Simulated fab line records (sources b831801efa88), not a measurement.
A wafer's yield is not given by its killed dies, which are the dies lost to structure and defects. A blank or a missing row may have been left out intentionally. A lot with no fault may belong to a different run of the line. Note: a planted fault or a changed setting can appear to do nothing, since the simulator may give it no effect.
The same fault as seen by 2 desks | flow sky130 | only its own numbers are on each desk; what lay behind them is given at the end

== FOR THE TOOL OWNER'S DESK: plasma asher-04 ==
The tool's own readings at SKY_GATE_OXIDE_STRIP_13 (strips in O2/N2): means of the sampled wafers that have a number, for each lot that ran on this tool. Marked OUT: a lot whose mean sits more than 4 standard deviations from the usual mean, which makes it out of limits; the brackets give that distance.
Columns: A = chamber pressure mTorr at SKY_GATE_OXIDE_STRIP_13, usual 1500.0 mTorr; B = drypump motor current A at SKY_GATE_OXIDE_STRIP_13, usual 5.92 A; C = oes product au at SKY_GATE_OXIDE_STRIP_13, usual 0.716 a.u.; D = strip time to endpoint s at SKY_GATE_OXIDE_STRIP_13, usual 14.19 s
lot  | first seen here | A      | B    | C               | D
L593 | day 14 21:41    | 1500.8 | 5.92 | 0.711           | 14.18
L605 | day 18 18:43    | 1495.1 | 5.90 | 0.891 (+41) OUT | -
L609 | day 20 21:17    | 1499.1 | 6.11 | 0.714           | 14.22
This desk's verdict: out of limits on L605, starting with L605 at day 18 18:43 (oes product au at SKY_GATE_OXIDE_STRIP_13). Within limits: L593, L609.

== METROLOGY DESK ==
What the gauges read, lot by lot, whatever tool the lot ran on: means of the sampled wafers that have a number. Marked OUT: a lot whose mean sits more than 4 standard deviations from the usual mean, which makes it out of limits; the brackets give that distance.
Columns: A = VT_ADJUST_LVTN_2_TW at SKY_VT_ADJUST_LVTN_TW_MEAS_21, usual 189.6; B = VT_ADJUST_NCORE_OVL at SKY_VT_ADJUST_NCORE_OVL_MEAS_08, usual -1.4 nm; C = POLY_GATE_OVL at SKY_POLY_GATE_OVL_MEAS_14, usual -6 nm
lot  | first seen here | A     | B    | C
L590 | day 8 00:06     | 189.3 | 2.0  | -0
L592 | day 8 09:15     | 189.0 | -3.0 | -8
L593 | day 8 13:25     | 189.7 | -2.5 | -12
L594 | day 9 05:46     | 188.7 | -1.0 | -8
L595 | day 9 06:34     | 189.4 | -0.3 | -1
L596 | day 9 10:58     | 188.9 | -1.1 | -18
L598 | day 10 05:23    | 190.0 | -1.3 | 1
L604 | day 11 11:26    | 190.3 | -0.3 | 0
L605 | day 11 15:33    | 190.1 | -1.1 | -
L609 | day 13 09:44    | 187.9 | 0.9  | -6
L610 | day 13 12:19    | 189.0 | -2.8 | -13
L611 | day 14 08:59    | 189.9 | -0.7 | -9
L612 | day 14 12:02    | 189.8 | -1.5 | -3
Result from this desk: across the 13 lots, nothing is out of limits.

== TAKEN TOGETHER ==
The tool owner's desk could have raised an alarm at day 18 18:43, on L605.
Metrology desk: nothing out of limits seen.
The metrology desk holds a record of L605, inside its limits.
SKY_GATE_OXIDE_STRIP_13 was run on plasma asher-04 by each of the lots named.

== WHAT HAD BEEN PUT IN BY THE SIMULATOR ==
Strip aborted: plasma asher-04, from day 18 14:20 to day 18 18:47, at SKY_GATE_OXIDE_STRIP_13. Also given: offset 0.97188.
Shown lots that were struck: L605.
Delay in hours, fault start to first out-of-limits reading, by desk: the tool owner's desk at 4.
